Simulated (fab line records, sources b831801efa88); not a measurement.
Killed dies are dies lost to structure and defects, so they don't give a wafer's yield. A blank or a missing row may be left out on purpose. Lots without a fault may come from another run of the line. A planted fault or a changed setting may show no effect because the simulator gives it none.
fab line records | flow gf180mcu
record lots=13 wafers=39 last_day=34
route steps=602 shown VT_IMPLANT@127 V1@361 V2@383
lots that met no fault: from a run of the same line without faults
start_h: hours from the record's first day to the start of the lot's first wafer shown | wait_h: hours since the lot's step before | " the same as in the row above | L1.1+2: a row that stands for several wafers | - no value, or no start given | * or withheld: withheld | < > ~ a bound
route shown NAME@n: a module of which the file shows steps, and the number in the route of the first | usual: mean/standard deviation of fault-free wafers | same: alike in all rows | chamber/n: place in a boat | sites: the reading at each site | _std_site: their standard deviation | _edge_site: outer sites' mean less inner sites' | radius_mm: how far each site lies from the wafer's centre | mask NAME#n: copy n | behind: the tool/chamber that last shaped the wafer | hold: why the lot was held/for how many hours/how that ended | device: the transistor (n, p or np) that didn't switch | end of line: the same wafers' tests at the end of the route | a step without rows: its recipe alone | killed: dies lost to structure and defects at the first sort, not the wafer's yield | map: a wafer's dies, x killed, . not, _ none there
set.NAME: the setting as run; set.NAME@STEP: as run at that earlier step | model.NAME: the simulator's own value behind a step, which no gauge read
steps of the route over a sample of lots; a table a step, a row a wafer
services: from which hour (start_h, from the record's first day; less than 0 if before it) a tool's chamber was out of use, for how many hours, and why
## steps
# step GF_VT_IMPLANT_EXPOSE_37
# recipe mask_id=Nwell_HV_AREA target_cd_nm=860 na=0.6 source_shape=conventional sigma_outer=0.6 dose_mj=140
# same sigma_outer=0.6
# columns lot.wafer tool chamber start_h wait_h mask
L774.1+3+6 iline_stepper-02 0 149.30 - Nwell_HV_AREA#0
L777.1+2+3 iline_stepper-02 0 168.85 - Nwell_HV_AREA#0
L778.2+5+6 iline_stepper-01 0 175.62 - Nwell_HV_AREA#0
L779.2+3+6 iline_stepper-01 0 182.60 - Nwell_HV_AREA#0
L780.1+5+6 iline_stepper-02 0 188.80 - Nwell_HV_AREA#0
L783.2+4+5 iline_stepper-01 0 209.05 - Nwell_HV_AREA#0
L784.3+5+6 iline_stepper-01 0 217.37 - Nwell_HV_AREA#0
L787.4+5+6 iline_stepper-02 0 234.53 - Nwell_HV_AREA#0
L788.1+3+4 iline_stepper-02 0 240.83 - Nwell_HV_AREA#0
L792.2+3+6 iline_stepper-02 0 265.36 - Nwell_HV_AREA#0
L795.4+5+6 iline_stepper-02 0 283.01 - Nwell_HV_AREA#0
L796.3+4+5 iline_stepper-01 0 290.88 - Nwell_HV_AREA#0
L797.2+4+5 iline_stepper-02 0 297.61 - Nwell_HV_AREA#0
# step GF_VT_IMPLANT_OVL_MEAS_40
# usual VT_IMPLANT_03_OVL=-0.2/1.4
# columns lot.wafer tool chamber start_h wait_h VT_IMPLANT_03_OVL[nm]
L774.1 overlay-02 - 157.22 0.1 -0.7
L774.3 " - " " -1.5
L774.6 " - " " -1.2
L777.1 overlay-02 - 177.02 0.1 -1.9
L777.2 " - " " -0.8
L777.3 " - " " -0.4
L778.2 overlay-01 - 183.23 0.1 0.7
L778.5 " - " " -0.4
L778.6 " - " " 1.0
L779.2 overlay-01 - 190.23 0.1 1.2
L779.3 " - " " 0.2
L779.6 " - " " -0.5
L780.1 overlay-02 - 196.92 0.1 -1.9
L780.5 " - " " -0.4
L780.6 " - " " -0.7
L783.2 overlay-01 - 217.23 0.1 -0.1
L783.4 " - " " 0.0
L783.5 " - " " -0.5
L784.3 overlay-02 - 226.23 0.1 -0.6
L784.5 " - " " 0.7
L784.6 " - " " -0.3
L787.4 overlay-01 - 242.94 0.1 0.4
L787.5 " - " " 0.1
L787.6 " - " " 0.5
L788.1 overlay-01 - 248.88 0.1 1.7
L788.3 " - " " 0.5
L788.4 " - " " 0.5
L792.2 overlay-01 - 274.08 0.1 -0.8
L792.3 " - " " -1.6
L792.6 " - " " 0.1
L795.4 overlay-01 - 291.95 0.1 -125.5
L795.5 " - " " -124.7
L795.6 " - " " -124.7
L796.3 overlay-02 - 300.13 0.1 -0.6
L796.4 " - " " 0.5
L796.5 " - " " -2.4
L797.2 overlay-02 - 307.03 0.1 -123.6
L797.4 " - " " -123.0
L797.5 " - " " -123.3
# step GF_V1_CMP_26
# recipe stop_on=SiO2 down_force_psi=3.5 platen_rpm=60 t_overpolish_s=15 target_thk_nm=0 pad_velocity_m_s=0.94248
# usual motor_current_A=11.2/0.95 overpolish_run_s=15.000/0.0086 platen_rpm=60.00/0.042 retaining_ring_pressure_frac=1.000/0.0045 time_to_endpoint_s=82/3.3
# columns lot.wafer tool chamber start_h wait_h motor_current_A overpolish_run_s platen_rpm retaining_ring_pressure_frac time_to_endpoint_s
L774.1 cmp-02 2 405.48 0.1 12.3 14.995 60.00 0.999 76
L774.3 " 3 " " 11.0 15.007 59.96 0.996 86
L774.6 " 0 " " 11.6 14.993 59.96 0.996 82
L777.1 cmp-02 3 437.02 0.1 11.4 14.986 60.01 1.009 87
L777.2 " 0 " " 11.6 15.003 59.98 0.999 84
L777.3 " 1 " " 12.2 15.009 59.96 1.001 82
L778.2 cmp-02 1 444.20 0.0 12.1 15.004 59.93 0.999 81
L778.6 " 1 " " 12.1 14.993 60.01 1.000 83
L778.5 " 2 " " 12.3 15.008 59.99 0.999 81
L779.2 cmp-02 0 458.34 0.9 11.3 15.002 60.01 0.995 83
L779.3 " 1 " " 12.2 14.999 60.01 0.997 83
L779.6 " 3 " " 11.4 15.011 60.02 1.008 86
L780.1 cmp-02 2 472.07 0.1 11.4 14.999 60.02 1.001 81
L780.5 " 0 " " 12.0 15.006 59.97 1.007 80
L780.6 " 1 " " 12.2 14.995 60.03 0.992 82
L783.4 cmp-01 3 505.35 0.1 9.4 14.988 60.02 0.993 81
L783.2 " 0 " " 11.6 14.990 60.04 0.993 81
L783.5 " 2 " " 10.9 14.996 60.03 1.005 88
L784.3 cmp-01 3 518.49 0.0 10.1 15.001 60.01 1.000 80
L784.5 " 3 " " 9.6 14.983 60.00 0.995 79
L784.6 " 0 " " 11.1 14.998 60.05 1.003 81
L787.4 cmp-02 0 539.20 0.0 11.9 15.001 60.02 0.994 81
L787.5 " 0 " " 12.0 15.004 60.13 1.001 78
L787.6 " 1 " " 12.0 15.014 59.96 0.996 84
L788.3 cmp-01 3 549.94 0.0 9.1 15.004 59.97 1.006 79
L788.1 " 0 " " 11.1 15.007 59.99 1.009 78
L788.4 " 1 " " 9.4 15.013 59.96 0.998 79
L792.2 cmp-01 2 567.52 0.0 11.2 14.996 59.93 1.006 86
L792.3 " 0 " " 11.1 15.002 59.96 0.997 83
L792.6 " 3 " " 9.4 15.006 60.03 0.999 80
L795.4 cmp-01 3 587.88 0.1 9.3 14.996 59.94 0.994 81
L795.5 " 2 " " 11.0 14.993 59.97 1.002 86
L795.6 " 3 " " 10.2 14.987 59.94 0.993 80
L796.4 cmp-01 1 595.17 0.1 9.2 14.982 59.96 1.000 84
L796.3 " 3 " " 9.9 14.996 59.98 1.004 81
L796.5 " 1 " " 9.0 14.994 59.96 1.001 85
L797.2 cmp-02 1 603.70 0.1 12.3 15.012 59.99 0.996 79
L797.4 " 2 " " 11.4 15.000 60.04 0.999 78
L797.5 " 2 " " 11.5 15.002 60.04 1.000 81
# step GF_V2_THK_MEAS_01
# recipe reads=SiO2_of_V2_CVD_00
# usual V2_CVD_00_THK=599/6
# columns lot.wafer tool chamber start_h wait_h V2_CVD_00_THK[nm]
L774.1 film_metro-01 - 430.31 0.0 594
L774.3 " - " " 603
L774.6 " - " " 601
L777.1 film_metro-04 - 462.40 0.0 605
L777.2 " - " " 607
L777.3 " - " " 600
L778.2 film_metro-03 - 469.25 0.0 606
L778.5 " - " " 599
L778.6 " - " " 601
L779.2 film_metro-04 - 483.50 0.0 594
L779.3 " - " " 598
L779.6 " - " " 597
L780.1 film_metro-01 - 496.90 0.0 589
L780.5 " - " " 589
L780.6 " - " " 592
L783.2 film_metro-03 - 529.88 0.0 598
L783.4 " - " " 595
L783.5 " - " " 599
L784.3 film_metro-01 - 542.91 0.1 600
L784.5 " - " " 598
L784.6 " - " " 603
L787.4 film_metro-01 - 563.03 0.0 592
L787.5 " - " " 592
L787.6 " - " " 589
L788.1 film_metro-03 - 573.35 0.0 605
L788.3 " - " " 600
L788.4 " - " " 601
L792.2 film_metro-03 - 589.95 0.0 607
L792.3 " - " " 601
L792.6 " - " " 606
L795.4 film_metro-01 - 610.04 0.0 593
L795.5 " - " " 589
L795.6 " - " " 589
L796.3 film_metro-04 - 617.69 0.1 595
L796.4 " - " " 594
L796.5 " - " " 598
L797.2 film_metro-01 - 626.56 0.0 594
L797.4 " - " " 591
L797.5 " - " " 598
# step GF_V2_SPUTTER_21
# recipe material=Ti target_thk_nm=15 chamber_pressure_pa=5 power_w=2500 substrate_temp_c=200 time_s=80.02
# usual throttle_valve_pct=29.9/1.3
# columns lot.wafer tool chamber start_h wait_h throttle_valve_pct
L774.1 pvd_sputter-02 - 456.20 0.0 29.5
L774.3 " - " " 30.7
L774.6 " - " " 31.1
L777.1 pvd_sputter-04 - 488.09 0.0 30.3
L777.2 " - " " 29.8
L777.3 " - " " 29.6
L778.2 pvd_sputter-03 - 494.63 0.0 29.5
L778.5 " - " " 30.2
L778.6 " - " " 27.2
L779.2 pvd_sputter-02 - 509.06 0.0 29.2
L779.3 " - " " 30.7
L779.6 " - " " 29.4
L780.1 pvd_sputter-04 - 520.89 0.0 29.9
L780.5 " - " " 30.4
L780.6 " - " " 29.8
L783.2 pvd_sputter-02 - 553.99 0.0 29.5
L783.4 " - " " 29.1
L783.5 " - " " 31.0
L784.3 pvd_sputter-03 - 566.78 0.0 32.4
L784.5 " - " " 27.0
L784.6 " - " " 29.9
L787.4 pvd_sputter-03 - 585.83 0.0 27.5
L787.5 " - " " 30.3
L787.6 " - " " 27.1
L788.1 pvd_sputter-04 - 595.88 0.0 30.0
L788.3 " - " " 30.4
L788.4 " - " " 29.5
L792.2 pvd_sputter-02 - 612.50 0.0 31.1
L792.3 " - " " 30.9
L792.6 " - " " 31.0
L795.4 pvd_sputter-02 - 631.47 0.0 30.8
L795.5 " - " " 29.5
L795.6 " - " " 29.2
L796.3 pvd_sputter-04 - 638.89 0.0 30.1
L796.4 " - " " 30.7
L796.5 " - " " 30.1
L797.2 pvd_sputter-02 - 647.57 0.0 30.9
L797.4 " - " " 29.6
L797.5 " - " " 28.8
## services
# columns tool chamber start_h hours kind
iline_stepper-02 - 128.89 2.1 repair
cmp-01 - 133.34 2.7 repair
cmp-02 - 137.23 0.4 repair
cmp-01 - 146.57 16.4 repair
cmp-01 - 181.55 7.8 repair
iline_stepper-02 - 191.08 0.6 repair
cmp-01 - 198.62 2.5 repair
iline_stepper-02 - 202.41 1.7 pm
cmp-02 - 205.60 8.2 pm
cmp-01 - 228.70 4.3 pm
cmp-02 - 232.00 4.0 pm
cmp-02 - 247.62 1.1 repair
cmp-02 - 269.75 1.4 repair
cmp-01 - 332.21 4.7 repair
cmp-01 - 354.78 0.3 repair
cmp-01 - 366.54 0.2 repair
cmp-02 - 414.04 2.6 repair
iline_stepper-02 - 420.59 1.7 pm
iline_stepper-02 - 471.69 8.9 pm
iline_stepper-02 - 499.65 1.3 repair
cmp-02 - 572.00 4.0 pm
cmp-02 - 576.00 3.5 pm
cmp-02 - 618.41 4.5 pm
cmp-02 - 643.33 0.4 repair
## key
first_sign step=GF_VT_IMPLANT_OVL_MEAS_40 reading=VT_IMPLANT_03_OVL direction=down sigmas=90 usual=-0.2 struck=-124.1
effect none on later readings
met_at GF_VT_IMPLANT_EXPOSE_37
struck_lots L795,L797
tester_left_out L795,L797
not_acting_at GF_V1_CMP_26,GF_V2_THK_MEAS_01,GF_V2_SPUTTER_21
onset_between 265.36 283.01
fault kind=scanner_matching_overlay tool=iline_stepper-02 chamber=- onset_h=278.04 steps=GF_VT_IMPLANT_EXPOSE_37 offset=-124.8
# tester_left_out: of these lots the tester's yield and bins aren't shown, on N5 and GAA mostly nor the transistor test; their killed dies are dies lost to structure and defects alone, not to doping, threshold or leakage, so they don't give the yield
